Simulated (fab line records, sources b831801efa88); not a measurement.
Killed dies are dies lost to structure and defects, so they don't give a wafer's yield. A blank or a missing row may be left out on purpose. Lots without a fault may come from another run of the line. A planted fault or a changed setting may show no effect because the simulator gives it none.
Chamber matching | flow sfq_line | SFQ_TRILAYER_I0_CMP_CMP_028 on cmp-01: 3 sister chambers
The step polishes SiO2. 3 wafers are shown with their chamber, then 6 later ones without.

WAFERS WITH THEIR CHAMBER
wafer  | chamber | motor_current_A (A)
L860.6 | 3       | 9.8
L864.1 | 2       | 8.2
L864.2 | 0       | 12.6

WAFERS WITHOUT THEIR CHAMBER
wafer  | motor_current_A (A)
L869.3 | 10.2
L869.4 | 8.8
L869.6 | 10.1
L874.4 | 11.9
L874.1 | 8.9
L874.5 | 11.7

WHICH CHAMBER EACH WENT THROUGH
wafer  | from the rows above     | in truth
L869.3 | 3                       | 3
L869.4 | can't be placed: 2 or 3 | 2
L869.6 | 3                       | 3
L874.4 | 0                       | 0
L874.1 | can't be placed: 2 or 3 | 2
L874.5 | can't be placed: 0 or 3 | 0
Placed correctly: 3 of 6. Can't be placed from these rows: 3 (the true chamber is among the candidates in 3). Placed wrongly: 0.
How it was worked out, from the rows above alone: a wafer's distance from a chamber is the root of the sum, over the readings, of the square of ((its reading less the chamber's mean) divided by the reading's scatter). The wafer belongs to the nearest chamber; if the next one is less than 2 further off, it can't be placed. A chamber's mean is the mean of its shown wafers. The scatter: with one shown wafer a chamber, the root of the mean of the squares of how far each hidden wafer lies from its nearest shown one.
